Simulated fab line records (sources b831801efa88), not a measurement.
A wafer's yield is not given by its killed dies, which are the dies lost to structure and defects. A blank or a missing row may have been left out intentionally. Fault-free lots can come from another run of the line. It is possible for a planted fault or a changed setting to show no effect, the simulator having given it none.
fab line records -- flow sky130 -- part 1 of 2: steps 1 to 25 of 36
[record] lots = 5, wafers = 15, last_day = 50
route steps=708 shown VT_ADJUST_HVTP@92 VT_ADJUST_LVTN@97 VT_ADJUST_NCORE@119
lots that met no fault: from a run of the same line without faults
start_h: the number of hours between the record's first day and the start of the first shown wafer of the lot -- wait_h: how many hours have passed since the lot's step before this one -- " unchanged from the row above -- L1.1+2: a single row standing in for several wafers -- - either no value or no given start -- * or withheld: withheld -- < > ~ a bound
route shown NAME@n: NAME is a module with steps in the file, n the number in the route of the first one -- usual: the fault-free wafers' mean and standard deviation -- same: alike in all rows -- chamber/n: place in a boat -- sites: per-site readings -- _std_site: their standard deviation -- _edge_site: mean of outer sites minus mean of inner sites -- radius_mm: how far each site lies from the wafer's centre -- mask NAME#n: copy n -- behind: the last tool/chamber to shape the wafer -- hold: why the lot went on hold/how many hours it stayed there/how the hold came to an end -- device: the n, p or np transistor that did not switch -- end of line: the tests these same wafers got at the end of their route -- a step without rows: its recipe alone -- killed: the dies lost at the first sort to structure and to defects; this is not the yield of the wafer -- map: a wafer's dies, marking killed ones x, the rest . and places with no die _
set.NAME: the setting that was run; set.NAME@STEP: the one run at that earlier step -- model.NAME: the simulator's own value behind a step, which no gauge read
a table for each step, a row for each wafer; lots at some steps of the route
services: from which hour (start_h, from the record's first day; less than 0 if before it) a tool's chamber was out of use, for how many hours, and why
[[steps]]
[step SKY_VT_ADJUST_HVTP_CD_MEAS_07]
[recipe] target_cd_nm = 380
[usual] cd_nm = 379.7/2.4
lot.wafer,tool,chamber,start_h,wait_h,cd_nm
L074.1,cd_sem-01,-,120.48,0.1,377.2
L074.5,cd_sem-01,-,120.48,0.1,378.1
L074.6,cd_sem-01,-,120.48,0.1,380.4
L076.2,cd_sem-02,-,135.94,0.1,380.0
L076.4,cd_sem-02,-,135.94,0.1,377.7
L076.6,cd_sem-02,-,135.94,0.1,379.7
L079.1,cd_sem-01,-,153.88,0.1,379.4
L079.2,cd_sem-01,-,153.88,0.1,379.2
L079.6,cd_sem-01,-,153.88,0.1,380.7
L096.1,cd_sem-01,-,258.70,0.1,378.0
L096.2,cd_sem-01,-,258.70,0.1,377.3
L096.6,cd_sem-01,-,258.70,0.1,379.2
L097.2,cd_sem-01,-,277.29,0.1,380.3
L097.4,cd_sem-01,-,277.29,0.1,382.4
L097.6,cd_sem-01,-,277.29,0.1,382.3
[step SKY_VT_ADJUST_HVTP_OVL_MEAS_08]
[usual] VT_ADJUST_HVTP_OVL = -0.2/1.2
lot.wafer,tool,chamber,start_h,wait_h,VT_ADJUST_HVTP_OVL[nm]
L074.1,overlay-01,-,120.60,0.1,-1.6
L074.5,overlay-01,-,120.60,0.1,-1.5
L074.6,overlay-01,-,120.60,0.1,0.0
L076.2,overlay-02,-,136.04,0.1,-1.2
L076.4,overlay-02,-,136.04,0.1,-0.9
L076.6,overlay-02,-,136.04,0.1,-3.2
L079.1,overlay-01,-,154.00,0.1,-1.1
L079.2,overlay-01,-,154.00,0.1,1.8
L079.6,overlay-01,-,154.00,0.1,-0.5
L096.1,overlay-01,-,258.82,0.1,1.6
L096.2,overlay-01,-,258.82,0.1,0.4
L096.6,overlay-01,-,258.82,0.1,1.7
L097.2,overlay-02,-,277.39,0.1,-1.4
L097.4,overlay-02,-,277.39,0.1,-1.8
L097.6,overlay-02,-,277.39,0.1,-0.6
[step SKY_VT_ADJUST_HVTP_IMPLANT_09]
[recipe] species = As, energy_kev = 150, dose_cm2 = 4.3e+12, tilt_deg = withheld
[usual] dose_ions_cm2 = 4.3e+12/4.3e+09, faraday_current_uA = 24.3/0.46
lot.wafer,tool,chamber,start_h,wait_h,dose_ions_cm2,faraday_current_uA
L074.1,implanter-01,0,120.64,0.0,4.299e+12,24.2
L074.5,implanter-01,0,120.64,0.0,4.301e+12,25.2
L074.6,implanter-01,0,120.64,0.0,4.298e+12,25.0
L076.2,implanter-02,0,136.10,0.0,4.3e+12,24.2
L076.4,implanter-02,0,136.10,0.0,4.299e+12,24.9
L076.6,implanter-02,0,136.10,0.0,4.298e+12,23.5
L079.1,implanter-01,0,154.04,0.0,4.309e+12,24.5
L079.2,implanter-01,0,154.04,0.0,4.304e+12,24.5
L079.6,implanter-01,0,154.04,0.0,4.303e+12,23.9
L096.1,implanter-01,0,258.86,0.0,4.299e+12,24.5
L096.2,implanter-01,0,258.86,0.0,4.3e+12,24.4
L096.6,implanter-01,0,258.86,0.0,4.301e+12,24.2
L097.2,implanter-02,0,277.45,0.0,4.3e+12,25.1
L097.4,implanter-02,0,277.45,0.0,4.299e+12,24.3
L097.6,implanter-02,0,277.45,0.0,4.299e+12,24.0
[step SKY_VT_ADJUST_HVTP_STRIP_10]
[recipe] chemistry = O2/N2, power_w = 1400, pressure_mtorr = 1500, platen_temp_c = withheld, o2_flow_sccm = 3000, n2_flow_sccm = 300, overash_fraction = 0.5
[usual] chamber_pressure_mTorr = 1500.0/1.5, drypump_motor_current_A = 5.6/0.32, oes_product_au = 0.716/0.0045, strip_time_to_endpoint_s = 14.19/0.036
lot.wafer,tool,chamber,start_h,wait_h,chamber_pressure_mTorr,drypump_motor_current_A,oes_product_au,rf_hours_counter_h,strip_time_to_endpoint_s
L074.1,plasma_asher-04,0,120.79,0.1,1500.3,5.2,0.715,30,14.22
L074.5,plasma_asher-04,1,120.79,0.1,1500.9,5.7,0.716,-,14.19
L074.6,plasma_asher-04,0,120.79,0.1,1500.0,5.2,0.716,-,14.18
L076.2,plasma_asher-03,0,136.22,0.1,1497.3,5.2,0.707,43,14.19
L076.4,plasma_asher-03,0,136.22,0.1,1502.9,5.2,0.710,-,14.19
L076.6,plasma_asher-03,0,136.22,0.1,1500.0,5.2,0.715,-,14.17
L079.1,plasma_asher-03,1,154.19,0.1,1501.1,5.7,0.712,45,14.16
L079.2,plasma_asher-03,0,154.19,0.1,1499.6,5.2,0.713,45,14.17
L079.6,plasma_asher-03,1,154.19,0.1,1499.8,5.7,0.713,-,14.13
L096.1,plasma_asher-03,1,259.01,0.1,1499.9,5.7,0.721,55,14.21
L096.2,plasma_asher-03,0,259.01,0.1,1498.9,5.2,0.718,55,14.22
L096.6,plasma_asher-03,1,259.01,0.1,1500.2,5.7,0.713,-,14.19
L097.2,plasma_asher-04,1,277.57,0.1,1501.2,5.7,0.714,45,14.27
L097.4,plasma_asher-04,1,277.57,0.1,1499.6,5.7,0.720,-,14.17
L097.6,plasma_asher-04,1,277.57,0.1,1501.2,5.7,0.712,-,14.22
[step SKY_VT_ADJUST_HVTP_TW_MEAS_11]
[usual] VT_ADJUST_HVTP_TW = 1355/14
lot.wafer,tool,chamber,start_h,wait_h,VT_ADJUST_HVTP_TW
L074.1,film_metro-02,-,120.89,0.1,1370
L074.5,film_metro-02,-,120.89,0.1,1375
L074.6,film_metro-02,-,120.89,0.1,1370
L076.2,film_metro-04,-,136.33,0.1,1322
L076.4,film_metro-04,-,136.33,0.1,1330
L076.6,film_metro-04,-,136.33,0.1,1334
L079.1,film_metro-02,-,154.29,0.1,1366
L079.2,film_metro-02,-,154.29,0.1,1370
L079.6,film_metro-02,-,154.29,0.1,1378
L096.1,film_metro-04,-,259.11,0.1,1336
L096.2,film_metro-04,-,259.11,0.1,1332
L096.6,film_metro-04,-,259.11,0.1,1329
L097.2,film_metro-03,-,277.68,0.1,1367
L097.4,film_metro-03,-,277.68,0.1,1367
L097.6,film_metro-03,-,277.68,0.1,1366
[step SKY_VT_ADJUST_LVTN_DEHYDRATE_00]
[recipe] temp_c = 200, time_s = 60
[usual] plate_temp_C = 200.05/0.16
lot.wafer,tool,chamber,start_h,wait_h,plate_temp_C
L074.1,litho_track-03,0,129.79,8.9,200.15
L074.5,litho_track-03,0,129.79,8.9,199.82
L074.6,litho_track-03,0,129.79,8.9,199.99
L076.2,litho_track-04,0,145.79,9.4,200.08
L076.4,litho_track-04,0,145.79,9.4,199.75
L076.6,litho_track-04,0,145.79,9.4,199.98
L079.1,litho_track-01,0,163.38,9.1,200.16
L079.2,litho_track-01,0,163.38,9.1,200.22
L079.6,litho_track-01,0,163.38,9.1,199.96
L096.1,litho_track-01,0,269.58,10.5,200.22
L096.2,litho_track-01,0,269.58,10.5,200.11
L096.6,litho_track-01,0,269.58,10.5,200.01
L097.2,litho_track-01,0,288.91,11.2,200.23
L097.4,litho_track-01,0,288.91,11.2,200.02
L097.6,litho_track-01,0,288.91,11.2,200.37
[step SKY_VT_ADJUST_LVTN_HMDS_01]
[recipe] prime_time_s = 60, prime_temp_c = 120
[same] prime_time_s = 60
lot.wafer,tool,chamber,start_h,wait_h
L074.1+5+6,litho_track-03,0,129.94,0.1
L076.2+4+6,litho_track-04,0,145.94,0.1
L079.1+2+6,litho_track-01,0,163.53,0.1
L096.1+2+6,litho_track-01,0,269.73,0.1
L097.2+4+6,litho_track-01,0,289.06,0.1
[step SKY_VT_ADJUST_LVTN_COAT_02]
[recipe] spin_rpm = 2000, resist_thk_nm = 3000
lot.wafer,tool,chamber,start_h,wait_h
L074.1+5+6,litho_track-03,0,130.09,0.1
L076.2+4+6,litho_track-04,0,146.09,0.1
L079.1+2+6,litho_track-01,0,163.68,0.1
L096.1+2+6,litho_track-01,0,269.88,0.1
L097.2+4+6,litho_track-01,0,289.21,0.1
[step SKY_VT_ADJUST_LVTN_SOFTBAKE_03]
[recipe] temp_c = 110, time_s = withheld
[usual] plate_temp_C = 110.02/0.14
lot.wafer,tool,chamber,start_h,wait_h,plate_temp_C
L074.1,litho_track-03,0,130.24,0.1,110.06
L074.5,litho_track-03,0,130.24,0.1,110.03
L074.6,litho_track-03,0,130.24,0.1,110.01
L076.2,litho_track-04,0,146.25,0.1,109.94
L076.4,litho_track-04,0,146.25,0.1,109.79
L076.6,litho_track-04,0,146.25,0.1,109.97
L079.1,litho_track-01,0,163.83,0.1,109.77
L079.2,litho_track-01,0,163.83,0.1,110.10
L079.6,litho_track-01,0,163.83,0.1,109.88
L096.1,litho_track-01,0,270.03,0.1,110.01
L096.2,litho_track-01,0,270.03,0.1,109.97
L096.6,litho_track-01,0,270.03,0.1,110.20
L097.2,litho_track-01,0,289.37,0.1,110.05
L097.4,litho_track-01,0,289.37,0.1,110.09
L097.6,litho_track-01,0,289.37,0.1,110.03
[step SKY_VT_ADJUST_LVTN_EXPOSE_04]
[recipe] mask_id = NWM_COMPLEMENT_LESS_NATIVE, na = 0.6, source_shape = conventional, sigma_outer = 0.6, polarization = unpolarized, target_cd_nm = 840, dose_mj = 194
[usual] reticle_temp_C = 23.02/0.12
lot.wafer,tool,chamber,start_h,wait_h,mask,reticle_temp_C
L074.1,iline_stepper-01,0,-,-,NWM_COMPLEMENT_LESS_NATIVE#0,23.11
L074.5,iline_stepper-01,0,-,-,NWM_COMPLEMENT_LESS_NATIVE#0,23.21
L074.6,iline_stepper-01,0,-,-,NWM_COMPLEMENT_LESS_NATIVE#0,23.07
L076.2,iline_stepper-02,0,-,-,NWM_COMPLEMENT_LESS_NATIVE#0,23.03
L076.4,iline_stepper-02,0,-,-,NWM_COMPLEMENT_LESS_NATIVE#0,23.15
L076.6,iline_stepper-02,0,-,-,NWM_COMPLEMENT_LESS_NATIVE#0,23.06
L079.1,iline_stepper-02,0,-,-,NWM_COMPLEMENT_LESS_NATIVE#0,22.95
L079.2,iline_stepper-02,0,-,-,NWM_COMPLEMENT_LESS_NATIVE#0,23.15
L079.6,iline_stepper-02,0,-,-,NWM_COMPLEMENT_LESS_NATIVE#0,22.98
L096.1,iline_stepper-02,0,-,-,NWM_COMPLEMENT_LESS_NATIVE#0,22.84
L096.2,iline_stepper-02,0,-,-,NWM_COMPLEMENT_LESS_NATIVE#0,22.99
L096.6,iline_stepper-02,0,-,-,NWM_COMPLEMENT_LESS_NATIVE#0,22.90
L097.2,iline_stepper-01,0,-,-,NWM_COMPLEMENT_LESS_NATIVE#0,23.12
L097.4,iline_stepper-01,0,-,-,NWM_COMPLEMENT_LESS_NATIVE#0,22.98
L097.6,iline_stepper-01,0,-,-,NWM_COMPLEMENT_LESS_NATIVE#0,23.09
[step SKY_VT_ADJUST_LVTN_PEB_05]
[recipe] temp_c = 115, time_s = withheld
[usual] plate_temp_C = 114.96/0.14
lot.wafer,tool,chamber,start_h,wait_h,plate_temp_C
L074.1,litho_track-01,0,-,-,114.86
L074.5,litho_track-01,0,-,-,115.09
L074.6,litho_track-01,0,-,-,115.16
L076.2,litho_track-01,0,-,-,114.92
L076.4,litho_track-01,0,-,-,115.02
L076.6,litho_track-01,0,-,-,114.83
L079.1,litho_track-01,0,-,-,115.00
L079.2,litho_track-01,0,-,-,114.76
L079.6,litho_track-01,0,-,-,114.85
L096.1,litho_track-03,0,-,-,114.94
L096.2,litho_track-03,0,-,-,115.02
L096.6,litho_track-03,0,-,-,114.99
L097.2,litho_track-03,0,-,-,114.84
L097.4,litho_track-03,0,-,-,115.00
L097.6,litho_track-03,0,-,-,115.01
[step SKY_VT_ADJUST_LVTN_DEVELOP_06]
[recipe] wall_angle_deg = 90, developer = TMAH, develop_time_s = 60, dev_temp_c = 23
lot.wafer,tool,chamber,start_h,wait_h
L074.1+5+6,litho_track-01,0,-,-
L076.2+4+6,litho_track-01,0,-,-
L079.1+2+6,litho_track-01,0,-,-
L096.1+2+6,litho_track-03,0,-,-
L097.2+4+6,litho_track-03,0,-,-
[step SKY_VT_ADJUST_LVTN_OVL_MEAS_07]
[usual] VT_ADJUST_LVTN_OVL = 0.8/1.5
lot.wafer,tool,chamber,start_h,wait_h,VT_ADJUST_LVTN_OVL[nm]
L074.1,overlay-02,-,139.68,-,0.8
L074.5,overlay-02,-,139.68,-,0.2
L074.6,overlay-02,-,139.68,-,0.1
L076.2,overlay-01,-,155.49,-,2.3
L076.4,overlay-01,-,155.49,-,1.9
L076.6,overlay-01,-,155.49,-,3.0
L079.1,overlay-01,-,173.93,-,2.5
L079.2,overlay-01,-,173.93,-,-1.4
L079.6,overlay-01,-,173.93,-,1.9
L096.1,overlay-02,-,282.49,-,1.2
L096.2,overlay-02,-,282.49,-,1.2
L096.6,overlay-02,-,282.49,-,1.7
L097.2,overlay-02,-,302.74,-,0.1
L097.4,overlay-02,-,302.74,-,3.0
L097.6,overlay-02,-,302.74,-,1.2
[step SKY_VT_ADJUST_LVTN_IMPLANT_08]
[recipe] species = B, energy_kev = 30, dose_cm2 = 1.57e+12, tilt_deg = withheld
[usual] dose_ions_cm2 = 1.5698e+12/1.5e+09, faraday_current_uA = 8.86/0.18
lot.wafer,tool,chamber,start_h,wait_h,dose_ions_cm2,faraday_current_uA
L074.1,implanter-01,0,139.72,0.0,1.5709e+12,9.09
L074.5,implanter-01,0,139.72,0.0,1.5697e+12,8.91
L074.6,implanter-01,0,139.72,0.0,1.5687e+12,8.80
L076.2,implanter-04,0,155.54,0.0,1.5708e+12,8.91
L076.4,implanter-04,0,155.54,0.0,1.5703e+12,8.94
L076.6,implanter-04,0,155.54,0.0,1.5688e+12,8.68
L079.1,implanter-04,0,173.97,0.0,1.5717e+12,8.78
L079.2,implanter-04,0,173.97,0.0,1.5697e+12,9.15
L079.6,implanter-04,0,173.97,0.0,1.57e+12,8.98
L096.1,implanter-04,0,282.52,0.0,1.5693e+12,8.59
L096.2,implanter-04,0,282.52,0.0,1.5702e+12,8.70
L096.6,implanter-04,0,282.52,0.0,1.5716e+12,8.56
L097.2,implanter-01,0,302.80,0.0,1.57e+12,8.89
L097.4,implanter-01,0,302.80,0.0,1.5682e+12,8.83
L097.6,implanter-01,0,302.80,0.0,1.5696e+12,9.08
[step SKY_VT_ADJUST_LVTN_STRIP_09]
[recipe] chemistry = O2/N2, power_w = 1400, pressure_mtorr = 1500, platen_temp_c = withheld, o2_flow_sccm = 3000, n2_flow_sccm = 300, overash_fraction = 0.5
[usual] chamber_pressure_mTorr = 1500.2/1.6, drypump_motor_current_A = 6.0/0.42, oes_product_au = 0.723/0.0048, strip_time_to_endpoint_s = 36.99/0.1
lot.wafer,tool,chamber,start_h,wait_h,chamber_pressure_mTorr,drypump_motor_current_A,oes_product_au,rf_hours_counter_h,strip_time_to_endpoint_s
L074.1,plasma_asher-01,0,139.87,0.1,1498.6,5.7,0.718,2,37.20
L074.5,plasma_asher-01,0,139.87,0.1,1500.6,5.7,0.714,-,37.12
L074.6,plasma_asher-01,1,139.87,0.1,1500.7,6.1,0.724,-,37.12
L076.2,plasma_asher-02,0,155.67,0.1,1501.7,6.2,0.722,49,37.00
L076.4,plasma_asher-02,1,155.67,0.1,1500.0,6.5,0.724,-,36.98
L076.6,plasma_asher-02,1,155.67,0.1,1497.4,6.5,0.718,-,36.97
L079.1,plasma_asher-02,1,174.12,0.1,1501.6,6.5,0.718,51,37.01
L079.2,plasma_asher-02,0,174.12,0.1,1500.1,6.3,0.724,51,37.10
L079.6,plasma_asher-02,0,174.12,0.1,1499.6,6.3,0.722,-,36.95
L096.1,plasma_asher-02,0,282.67,0.1,1498.6,6.3,0.727,61,36.91
L096.2,plasma_asher-02,1,282.67,0.1,1500.2,6.5,0.724,61,36.90
L096.6,plasma_asher-02,0,282.67,0.1,1500.3,6.3,0.722,-,36.80
L097.2,plasma_asher-02,0,302.92,0.1,1498.4,6.3,0.724,64,37.08
L097.4,plasma_asher-02,1,302.92,0.1,1499.2,6.5,0.730,-,37.21
L097.6,plasma_asher-02,1,302.92,0.1,1501.7,6.5,0.726,-,37.17
[step SKY_VT_ADJUST_LVTN_TW_MEAS_10]
[usual] VT_ADJUST_LVTN_TW = 240.1/1.9
lot.wafer,tool,chamber,start_h,wait_h,VT_ADJUST_LVTN_TW
L074.1,film_metro-03,-,139.97,0.1,241.2
L074.5,film_metro-03,-,139.97,0.1,241.6
L074.6,film_metro-03,-,139.97,0.1,241.4
L076.2,film_metro-04,-,155.78,0.1,238.4
L076.4,film_metro-04,-,155.78,0.1,238.5
L076.6,film_metro-04,-,155.78,0.1,239.0
L079.1,film_metro-04,-,174.22,0.1,238.5
L079.2,film_metro-04,-,174.22,0.1,239.1
L079.6,film_metro-04,-,174.22,0.1,238.3
L096.1,film_metro-03,-,282.80,0.1,242.8
L096.2,film_metro-03,-,282.80,0.1,243.3
L096.6,film_metro-03,-,282.80,0.1,243.4
L097.2,film_metro-01,-,303.03,0.1,238.6
L097.4,film_metro-01,-,303.03,0.1,238.0
L097.6,film_metro-01,-,303.03,0.1,237.6
[step SKY_VT_ADJUST_LVTN_DEHYDRATE_11]
[recipe] temp_c = 200, time_s = 60
[usual] plate_temp_C = 200.01/0.16
lot.wafer,tool,chamber,start_h,wait_h,plate_temp_C
L074.1,litho_track-01,0,149.53,9.6,200.13
L074.5,litho_track-01,0,149.53,9.6,200.14
L074.6,litho_track-01,0,149.53,9.6,200.27
L076.2,litho_track-04,0,165.29,9.5,200.12
L076.4,litho_track-04,0,165.29,9.5,199.98
L076.6,litho_track-04,0,165.29,9.5,200.17
L079.1,litho_track-01,0,184.38,10.2,200.07
L079.2,litho_track-01,0,184.38,10.2,200.31
L079.6,litho_track-01,0,184.38,10.2,200.20
L096.1,litho_track-04,0,293.92,11.1,200.12
L096.2,litho_track-04,0,293.92,11.1,200.40
L096.6,litho_track-04,0,293.92,11.1,199.88
L097.2,litho_track-03,0,315.01,12.0,200.05
L097.4,litho_track-03,0,315.01,12.0,199.66
L097.6,litho_track-03,0,315.01,12.0,199.87
[step SKY_VT_ADJUST_LVTN_HMDS_12]
[recipe] prime_time_s = 60, prime_temp_c = 120
[same] prime_time_s = 60
lot.wafer,tool,chamber,start_h,wait_h
L074.1+5+6,litho_track-01,0,149.68,0.1
L076.2+4+6,litho_track-04,0,165.44,0.1
L079.1+2+6,litho_track-01,0,184.53,0.1
L096.1+2+6,litho_track-04,0,294.07,0.1
L097.2+4+6,litho_track-03,0,315.16,0.1
[step SKY_VT_ADJUST_LVTN_COAT_13]
[recipe] resist = NOVOLAK, spin_rpm = 3000, resist_thk_nm = 1140
lot.wafer,tool,chamber,start_h,wait_h
L074.1+5+6,litho_track-01,0,149.83,0.1
L076.2+4+6,litho_track-04,0,165.59,0.1
L079.1+2+6,litho_track-01,0,184.68,0.1
L096.1+2+6,litho_track-04,0,294.22,0.1
L097.2+4+6,litho_track-03,0,315.31,0.1
[step SKY_VT_ADJUST_LVTN_SOFTBAKE_14]
[recipe] temp_c = 90, time_s = 60, resist = NOVOLAK
[usual] plate_temp_C = 90.01/0.13
lot.wafer,tool,chamber,start_h,wait_h,plate_temp_C
L074.1,litho_track-01,0,149.98,0.1,90.11
L074.5,litho_track-01,0,149.98,0.1,90.01
L074.6,litho_track-01,0,149.98,0.1,90.12
L076.2,litho_track-04,0,165.74,0.1,90.08
L076.4,litho_track-04,0,165.74,0.1,90.12
L076.6,litho_track-04,0,165.74,0.1,90.19
L079.1,litho_track-01,0,184.83,0.1,89.99
L079.2,litho_track-01,0,184.83,0.1,89.97
L079.6,litho_track-01,0,184.83,0.1,90.04
L096.1,litho_track-04,0,294.37,0.1,89.85
L096.2,litho_track-04,0,294.37,0.1,90.02
L096.6,litho_track-04,0,294.37,0.1,89.99
L097.2,litho_track-03,0,315.46,0.1,89.83
L097.4,litho_track-03,0,315.46,0.1,89.99
L097.6,litho_track-03,0,315.46,0.1,90.08
[step SKY_VT_ADJUST_LVTN_EXPOSE_15]
[recipe] mask_id = HVN_STD_DERIVED, na = 0.6, source_shape = conventional, sigma_outer = 0.6, polarization = unpolarized, target_cd_nm = 600, dose_mj = 163
[usual] reticle_temp_C = 23.02/0.11
lot.wafer,tool,chamber,start_h,wait_h,mask,reticle_temp_C
L074.1,iline_stepper-02,0,-,-,HVN_STD_DERIVED#0,23.10
L074.5,iline_stepper-02,0,-,-,HVN_STD_DERIVED#0,23.01
L074.6,iline_stepper-02,0,-,-,HVN_STD_DERIVED#0,22.92
L076.2,iline_stepper-02,0,-,-,HVN_STD_DERIVED#0,23.00
L076.4,iline_stepper-02,0,-,-,HVN_STD_DERIVED#0,22.80
L076.6,iline_stepper-02,0,-,-,HVN_STD_DERIVED#0,22.86
L079.1,iline_stepper-01,0,-,-,HVN_STD_DERIVED#0,22.96
L079.2,iline_stepper-01,0,-,-,HVN_STD_DERIVED#0,22.94
L079.6,iline_stepper-01,0,-,-,HVN_STD_DERIVED#0,22.91
L096.1,iline_stepper-02,0,-,-,HVN_STD_DERIVED#0,23.20
L096.2,iline_stepper-02,0,-,-,HVN_STD_DERIVED#0,23.17
L096.6,iline_stepper-02,0,-,-,HVN_STD_DERIVED#0,23.31
L097.2,iline_stepper-02,0,-,-,HVN_STD_DERIVED#0,22.72
L097.4,iline_stepper-02,0,-,-,HVN_STD_DERIVED#0,22.90
L097.6,iline_stepper-02,0,-,-,HVN_STD_DERIVED#0,22.86
[step SKY_VT_ADJUST_LVTN_PEB_16]
[recipe] temp_c = withheld, time_s = *, resist = NOVOLAK
lot.wafer,tool,chamber,start_h,wait_h
L074.1+5+6,litho_track-04,0,-,-
L076.2+4+6,litho_track-04,0,-,-
L079.1+2+6,litho_track-03,0,-,-
L096.1+2+6,litho_track-01,0,-,-
L097.2+4+6,litho_track-01,0,-,-
[step SKY_VT_ADJUST_LVTN_DEVELOP_17]
[recipe] resist = NOVOLAK, developer = TMAH, develop_time_s = 60, dev_temp_c = 23.86
lot.wafer,tool,chamber,start_h,wait_h
L074.1+5+6,litho_track-04,0,159.22,0.1
L076.2+4+6,litho_track-04,0,174.99,0.1
L079.1+2+6,litho_track-03,0,195.84,0.1
L096.1+2+6,litho_track-01,0,307.73,0.1
L097.2+4+6,litho_track-01,0,328.66,0.1
[step SKY_VT_ADJUST_LVTN_OVL_MEAS_18]
[usual] VT_ADJUST_LVTN_01_OVL = 0.9/1.3
lot.wafer,tool,chamber,start_h,wait_h,VT_ADJUST_LVTN_01_OVL[nm]
L074.1,overlay-01,-,159.37,0.1,-2.2
L074.5,overlay-01,-,159.37,0.1,1.7
L074.6,overlay-01,-,159.37,0.1,0.2
L076.2,overlay-01,-,175.12,0.1,1.7
L076.4,overlay-01,-,175.12,0.1,0.1
L076.6,overlay-01,-,175.12,0.1,0.4
L079.1,overlay-01,-,195.99,0.1,2.4
L079.2,overlay-01,-,195.99,0.1,3.1
L079.6,overlay-01,-,195.99,0.1,0.8
L096.1,overlay-02,-,307.88,0.1,-0.2
L096.2,overlay-02,-,307.88,0.1,1.3
L096.6,overlay-02,-,307.88,0.1,0.4
L097.2,overlay-02,-,328.79,0.1,0.9
L097.4,overlay-02,-,328.79,0.1,2.1
L097.6,overlay-02,-,328.79,0.1,-1.4
[step SKY_VT_ADJUST_LVTN_IMPLANT_19]
[recipe] species = B, energy_kev = 30, dose_cm2 = 6.5e+11, tilt_deg = withheld
[usual] dose_ions_cm2 = 6.499e+11/6.5e+08, faraday_current_uA = 3.66/0.073
lot.wafer,tool,chamber,start_h,wait_h,dose_ions_cm2,faraday_current_uA
L074.1,implanter-04,0,159.40,0.0,6.507e+11,3.73
L074.5,implanter-04,0,159.40,0.0,6.503e+11,3.63
L074.6,implanter-04,0,159.40,0.0,6.504e+11,3.56
L076.2,implanter-01,0,175.18,0.0,6.504e+11,3.63
L076.4,implanter-01,0,175.18,0.0,6.505e+11,3.69
L076.6,implanter-01,0,175.18,0.0,6.505e+11,3.64
L079.1,implanter-03,0,196.02,0.0,6.502e+11,3.71
L079.2,implanter-03,0,196.02,0.0,6.497e+11,3.68
L079.6,implanter-03,0,196.02,0.0,6.5e+11,3.69
L096.1,implanter-03,0,307.92,0.0,6.497e+11,3.71
L096.2,implanter-03,0,307.92,0.0,6.49e+11,3.67
L096.6,implanter-03,0,307.92,0.0,6.5e+11,3.68
L097.2,implanter-03,0,328.84,0.0,6.512e+11,3.62
L097.4,implanter-03,0,328.84,0.0,6.517e+11,3.57
L097.6,implanter-03,0,328.84,0.0,6.504e+11,3.67
